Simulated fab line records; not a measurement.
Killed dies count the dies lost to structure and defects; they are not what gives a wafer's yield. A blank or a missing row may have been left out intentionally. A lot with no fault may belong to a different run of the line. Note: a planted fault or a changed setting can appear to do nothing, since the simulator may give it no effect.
A lot that was struck, set against a sound lot    flow sky130    28 steps out of a route of 708
Sound: these wafers, L755.1, L755.3, L755.4. Wafers struck: L764.1, L764.4, L764.5. The cause is named last.
For every step that has rows: the tool of each side, followed by ch and its chambers, followed by its first start. Under that, the readings that differ: sound wafers    struck wafers    difference of the means    sigmas: that difference in standard deviations of wafers without a fault.
alike: words and numbers the same on both sides, and readings whose means are apart by under 2 such deviations; not compared: readings that were withheld, readings missing a value for some wafer, numbers with overlapping values and no deviation given by the record, and bounds like >300 which may hide the same value.
The two part at a step that has a row with sigmas, a row that says differs or no value, or rows on one side only. Numbers that don't overlap but have no deviation are shown without sigmas and don't part them. A reading that every wafer of one side lacks parts them only if that side has two wafers or more.

first, 1 step without rows for these wafers: SKY_VT_ADJUST_LVTN_IMPLANT_08.
SKY_VT_ADJUST_LVTN_STRIP_09: strips in O2/N2.
  sound on plasma asher-01 ch 0,1, day 7 09:34; struck on plasma asher-02 ch 0,1, day 9 14:40
  alike: chamber pressure mTorr, drypump motor current A, n2 flow sccm, oes product au, strip time to endpoint s
  not compared: rf hours counter h
SKY_VT_ADJUST_LVTN_TW_MEAS_10:
  sound on film metro-02, day 7 09:40; struck on film metro-03, day 9 14:46
  alike: VT_ADJUST_LVTN_TW
then, 7 steps without rows for these wafers: SKY_VT_ADJUST_LVTN_DEHYDRATE_11 (time 60 s); SKY_VT_ADJUST_LVTN_HMDS_12 (prime time 60 s); SKY_VT_ADJUST_LVTN_COAT_13 (resist thk 1140 nm); SKY_VT_ADJUST_LVTN_SOFTBAKE_14 (time 60 s); SKY_VT_ADJUST_LVTN_EXPOSE_15 (exposes mask HVN STD DERIVED, target cd 600 nm); SKY_VT_ADJUST_LVTN_PEB_16; SKY_VT_ADJUST_LVTN_DEVELOP_17 (develop time 60 s).
SKY_VT_ADJUST_LVTN_OVL_MEAS_18:
  sound on overlay-02, day 8 12:11; struck on overlay-01, day 10 11:59
  alike: VT_ADJUST_LVTN_01_OVL
following that, these wafers have no rows for 1 step: SKY_VT_ADJUST_LVTN_IMPLANT_19.
SKY_VT_ADJUST_LVTN_STRIP_20: strips in O2/N2.
  sound on plasma asher-04 ch 0,1, day 8 12:27; struck on plasma asher-02 ch 0,1, day 10 12:10
  no value came back on the struck wafers for any of 5 readings (chamber pressure mTorr (mTorr), drypump motor current A (A) and others); on the sound wafers chamber pressure mTorr (mTorr) reads 1499.5 1499.0 1501.5
reading                                              sound  struck          difference  sigmas
model.NOVOLAK_of_VT_ADJUST_LVTN_COAT_13.thk nm (nm)  0 0 0  1133 1134 1131  +1133       
  not compared: rf hours counter h
SKY_VT_ADJUST_LVTN_TW_MEAS_21:
  sound on film metro-04, day 8 12:33; struck on film metro-03, day 10 12:16
reading              sound              struck             difference  sigmas
VT_ADJUST_LVTN_2_TW  193.4 193.8 193.5  188.3 188.2 188.3  -5.3        -2
then, 7 steps without rows for these wafers: SKY_VT_ADJUST_NCORE_DEHYDRATE_00 (time 60 s); SKY_VT_ADJUST_NCORE_HMDS_01 (prime time 60 s); SKY_VT_ADJUST_NCORE_COAT_02 (resist thk 1140 nm); SKY_VT_ADJUST_NCORE_SOFTBAKE_03 (time 60 s); SKY_VT_ADJUST_NCORE_EXPOSE_04 (exposes mask LVTN COMPLEMENT THIN, target cd 380 nm); SKY_VT_ADJUST_NCORE_PEB_05; SKY_VT_ADJUST_NCORE_DEVELOP_06 (develop time 60 s).
SKY_VT_ADJUST_NCORE_CD_MEAS_07 targets a cd of 380 nm.
  sound on cd sem-01, day 9 06:50; struck on cd sem-01, day 11 10:05
  alike: cd nm
SKY_VT_ADJUST_NCORE_OVL_MEAS_08:
  sound on overlay-02, day 9 06:57; struck on overlay-02, day 11 10:12
  alike: VT_ADJUST_NCORE_OVL
following that, these wafers have no rows for 1 step: SKY_VT_ADJUST_NCORE_IMPLANT_09.
SKY_VT_ADJUST_NCORE_STRIP_10: strips in O2/N2.
  sound on plasma asher-02 ch 0,1, day 9 07:08; struck on plasma asher-02 ch 0,1, day 11 10:23
reading                       sound              struck             difference  sigmas
strip time to endpoint s (s)  14.20 14.19 14.14  31.14 31.12 31.10  +16.94      +99 or more
  alike: chamber pressure mTorr, drypump motor current A, n2 flow sccm, oes product au
  not compared: rf hours counter h
SKY_VT_ADJUST_NCORE_TW_MEAS_11:
  sound on film metro-04, day 9 07:14; struck on film metro-04, day 11 10:29
reading             sound              struck          difference  sigmas
VT_ADJUST_NCORE_TW  226.3 225.4 224.4  30.7 30.6 30.8  -194.7      -99 or more
then, 1 step without rows for these wafers: SKY_VT_ADJUST_HVTR_DEHYDRATE_00 (time 60 s).
-- record jumps: 37 days separate the struck wafers' starts on either side; left off in module VT_ADJUST_HVTR, taken up again in module PAD_OPEN, whose first shown step is the route's number 708 --
SKY_PAD_OPEN_PROBE_99:
  sound on prober-02, day 46 05:48; struck on prober-02, day 48 13:51
reading                                 sound                struck                         difference  sigmas
model.etest.nfet_16v.r on ohm um        1.425e+04 1.427e+04  1.241e+04 1.248e+04 1.246e+04  -1.810e+03  
model.etest.pfet_16v.r on ohm um        1.46e+04 1.526e+04   1.666e+04 1.657e+04 1.65e+04   +1.647e+03  
model.etest.pfet g5v0d10v5.r on ohm um  4631 4704            6132 6326 6189                 +1548       
model.etest.tip p.rs ohm sq             6903 6946            7661 7656 7668                 +737        
model.etest.pfet_01v8.r on ohm um       2918 2917            3302 3414 3474                 +479        
model.etest.tip_p_5v.rs ohm sq          2812 2821            3097 3093 3085                 +275        
model.etest.pfet g5v0d10v5.drive ua um  351.1 346.7          244 233.3 238                  -110        
model.etest.sram nfet pass.drive ua um  521.2 492.4          571.2 554.7 564.3              +56.6       

## WHERE THEY PART
Earliest at SKY_VT_ADJUST_LVTN_STRIP_20; latest, in this record, at SKY_VT_ADJUST_NCORE_TW_MEAS_11.

WHY: the cause the simulator had injected
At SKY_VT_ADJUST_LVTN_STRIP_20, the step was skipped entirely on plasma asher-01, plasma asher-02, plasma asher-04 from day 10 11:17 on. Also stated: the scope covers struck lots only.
